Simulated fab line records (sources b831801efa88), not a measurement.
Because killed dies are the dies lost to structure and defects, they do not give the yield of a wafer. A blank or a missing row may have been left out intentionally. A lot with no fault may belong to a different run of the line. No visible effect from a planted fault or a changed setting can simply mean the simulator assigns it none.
Which tool was responsible?    flow gf180mcu    Sampling: 13 lots, 39 wafers, 4 of 602 route steps

## WHAT EACH GAUGE READ, for each wafer
GF_HV_LDD_CD_MEAS_46 targets a cd of 400 nm. Usual: cd-nm at 400.3 nm, with a standard deviation of 2.
lot   measured      on         cd-nm (nm)         flag
L955  day 12 11:16  cd-sem-02  399.9 399.9 399.4  
L956  day 12 17:29  cd-sem-01  399.0 399.6 402.1  
L957  day 13 02:11  cd-sem-01  402.6 403.2 401.0  
L958  day 13 17:02  cd-sem-02  400.2 401.2 401.9  
L959  day 13 20:57  cd-sem-01  402.2 401.3 403.0  
L960  day 14 04:52  cd-sem-02  402.9 402.5 403.1  
L962  day 14 16:35  cd-sem-01  397.8 396.0 399.8  
L963  day 14 22:07  cd-sem-02  399.2 401.7 400.6  
L965  day 15 21:48  cd-sem-01  399.3 396.9 398.4  
L966  day 16 02:57  cd-sem-02  398.8 397.8 398.1  
L967  day 16 06:44  cd-sem-01  397.5 400.9 398.8  
L973  day 18 08:10  cd-sem-01  401.1 401.3 402.2  
L976  day 19 14:08  cd-sem-02  401.0 399.0 399.8  

## EACH LOT AND THE TOOL THAT RAN IT (in order: tool; ch and the chambers of the sampled wafers; start)
lot   GF_VT_IMPLANT_STRIP_42                GF_DUAL_GATE_OXIDATION_15      GF_HV_LDD_STRIP_10
L955  plasma-asher-02 ch 0,1, day 7 14:08   furnace-02 ch 0, day 8 11:46   plasma-asher-01 ch 0,1, day 10 03:42
L956  plasma-asher-01 ch 0,1, day 7 19:55   furnace-01 ch 0, day 8 18:18   plasma-asher-01 ch 0,1, day 10 09:21
L957  plasma-asher-01 ch 0,1, day 8 03:02   furnace-02 ch 0, day 9 00:26   plasma-asher-01 ch 0,1, day 10 16:50
L958  plasma-asher-04 ch 0,1, day 8 10:08   furnace-01 ch 0, day 9 07:53   plasma-asher-04 ch 0,1, day 11 06:18
L959  plasma-asher-01 ch 0,1, day 8 14:25   furnace-01 ch 0, day 9 13:49   plasma-asher-04 ch 0,1, day 11 09:33
L960  plasma-asher-01 ch 0, day 8 21:10     furnace-01 ch 0, day 9 23:11   plasma-asher-04 ch 0,1, day 11 15:42
L962  plasma-asher-02 ch 0,1, day 9 10:35   furnace-02 ch 0, day 10 10:58  plasma-asher-01 ch 0,1, day 12 04:06
L963  plasma-asher-02 ch 0,1, day 9 16:13   furnace-01 ch 0, day 10 14:22  plasma-asher-03 ch 0,1, day 12 08:21
L965  plasma-asher-04 ch 0,1, day 10 08:58  furnace-02 ch 0, day 11 08:50  plasma-asher-03 ch 0,1, day 13 06:24
L966  plasma-asher-01 ch 0,1, day 10 14:14  furnace-01 ch 0, day 11 14:09  plasma-asher-01 ch 0,1, day 13 10:40
L967  plasma-asher-02 ch 0,1, day 10 20:25  furnace-02 ch 0, day 11 18:44  plasma-asher-04 ch 0,1, day 13 14:39
L973  plasma-asher-04 ch 0,1, day 12 10:28  furnace-02 ch 0, day 13 12:05  plasma-asher-01 ch 0,1, day 15 11:44
L976  plasma-asher-04 ch 1, day 13 12:10    furnace-02 ch 0, day 14 13:49  plasma-asher-03 ch 0,1, day 16 14:44
- GF_VT_IMPLANT_STRIP_42: strips in O2/N2.
- GF_DUAL_GATE_OXIDATION_15: stabilise 600 s, purge 300 s, target thk 7.098 nm.
- GF_HV_LDD_STRIP_10: strips in O2/N2.

## AS READ BY THE TOOLS THEMSELVES (means over the sampled wafers that have a number; for cases with no such wafer, the mark the record gives instead)
GF_VT_IMPLANT_STRIP_42. Usual: drypump-motor-current-A 6.0 A, standard deviation 0.52; heater-power-w 357 W, standard deviation 42; oes-product-au 0.716 a.u., standard deviation 0.0043; strip-time-to-endpoint-s 12.62 s, standard deviation 0.03.
lot   tool             drypump-motor-current-A (A)  heater-power-w (W)  oes-product-au (a.u.)  strip-time-to-endpoint-s (s)  flag
L955  plasma-asher-02  6.2                          371                 0.719                  12.62                         
L956  plasma-asher-01  6.4                          320                 0.717                  12.61                         
L957  plasma-asher-01  6.1                          314                 0.715                  12.59                         
L958  plasma-asher-04  5.4                          379                 0.718                  12.60                         
L959  plasma-asher-01  6.4                          322                 0.718                  12.61                         
L960  plasma-asher-01  5.9                          313                 0.719                  12.62                         
L962  plasma-asher-02  6.4                          342                 0.716                  12.57                         
L963  plasma-asher-02  6.1                          379                 0.716                  12.65                         
L965  plasma-asher-04  5.4                          374                 0.717                  12.61                         
L966  plasma-asher-01  6.4                          320                 0.713                  12.64                         
L967  plasma-asher-02  6.4                          344                 0.714                  12.59                         
L973  plasma-asher-04  5.4                          379                 0.716                  12.60                         
L976  plasma-asher-04  5.1                          364                 0.718                  12.65                         

GF_DUAL_GATE_OXIDATION_15. Usual: spike-tc-centre-C 852.2 C, standard deviation 0.96; spike-tc-lower-C 850.3 C, standard deviation 1.5; spike-tc-top-C 862.9 C, standard deviation 1.1; spike-tc-upper-C 849.4 C, standard deviation 1.2; tube-center-temp-C 849.99 C, standard deviation 0.087; tube_center_temp_C_max 852.2, standard deviation 0.37.
lot   tool        spike-tc-centre-C (C)  spike-tc-lower-C (C)  spike-tc-top-C (C)  spike-tc-upper-C (C)  tube-center-temp-C (C)  tube_center_temp_C_max  flag
L955  furnace-02  851.7                  848.9                 861.8               850.5                 850.00                  852.3                   
L956  furnace-01  851.7                  850.7                 861.6               849.0                 850.00                  852.5                   
L957  furnace-02  852.4                  848.7                 862.6               849.4                 850.07                  852.5                   
L958  furnace-01  851.2                  851.5                 862.8               848.1                 849.94                  852.4                   
L959  furnace-01  853.4                  850.4                 864.1               849.2                 849.97                  852.0                   
L960  furnace-01  851.6                  850.8                 863.5               849.5                 850.00                  852.1                   
L962  furnace-02  852.2                  848.8                 862.9               849.7                 850.07                  852.6                   
L963  furnace-01  851.8                  851.4                 863.7               849.1                 850.01                  852.4                   
L965  furnace-02  852.5                  848.6                 863.3               849.6                 850.01                  852.1                   
L966  furnace-01  853.0                  851.4                 864.5               849.7                 850.10                  852.4                   
L967  furnace-02  852.7                  848.9                 862.1               850.4                 850.00                  852.0                   
L973  furnace-02  857.6                  854.7                 867.0               855.5                 854.94                  857.3                   OFF
L976  furnace-02  857.6                  854.0                 867.6               855.5                 854.88                  857.0                   OFF

GF_HV_LDD_STRIP_10. Usual: drypump-motor-current-A 5.8 A, standard deviation 0.57; heater-power-w 336 W, standard deviation 31; oes-product-au 0.716 a.u., standard deviation 0.0045; strip-time-to-endpoint-s 12.62 s, standard deviation 0.041.
lot   tool             drypump-motor-current-A (A)  heater-power-w (W)  oes-product-au (a.u.)  strip-time-to-endpoint-s (s)  flag
L955  plasma-asher-01  6.4                          319                 0.717                  12.60                         
L956  plasma-asher-01  6.4                          320                 0.715                  12.64                         
L957  plasma-asher-01  6.4                          313                 0.720                  12.57                         
L958  plasma-asher-04  5.6                          391                 0.714                  12.65                         
L959  plasma-asher-04  5.6                          384                 0.715                  12.62                         
L960  plasma-asher-04  5.4                          373                 0.715                  12.59                         
L962  plasma-asher-01  6.4                          318                 0.714                  12.60                         
L963  plasma-asher-03  5.6                          317                 0.717                  12.69                         
L965  plasma-asher-03  5.3                          317                 0.715                  12.62                         
L966  plasma-asher-01  6.4                          322                 0.712                  12.65                         
L967  plasma-asher-04  5.4                          381                 0.716                  12.61                         
L973  plasma-asher-01  6.4                          319                 0.717                  12.69                         
L976  plasma-asher-03  5.3                          319                 0.716                  12.53                         

## THE ANSWER, worked out from the rows above alone
Rule: a lot counts as off when the mean over its wafers that have a number is more than 3 standard deviations away from the usual mean. Also off: a lot with no number at a reading for which 4 or more lots have one. Any other lot the step has rows for is counted as sound. First the gauges in route order, then the tools' own readings, where a lot's mean is used as printed above. At the first step where some lot is off, the reading lying furthest off is the one used; lots without a number count as furthest.
Off: L973, L976, at GF_DUAL_GATE_OXIDATION_15 (tube-center-temp-C).
A tool fits if, at that step or a process step before it, it ran every lot that is off, and no sound lot after the first of them. Can't be told from this: 2 tools fit, plasma-asher-04 at GF_VT_IMPLANT_STRIP_42, furnace-02 at GF_DUAL_GATE_OXIDATION_15.

## WHAT THE SIMULATOR PUT IN
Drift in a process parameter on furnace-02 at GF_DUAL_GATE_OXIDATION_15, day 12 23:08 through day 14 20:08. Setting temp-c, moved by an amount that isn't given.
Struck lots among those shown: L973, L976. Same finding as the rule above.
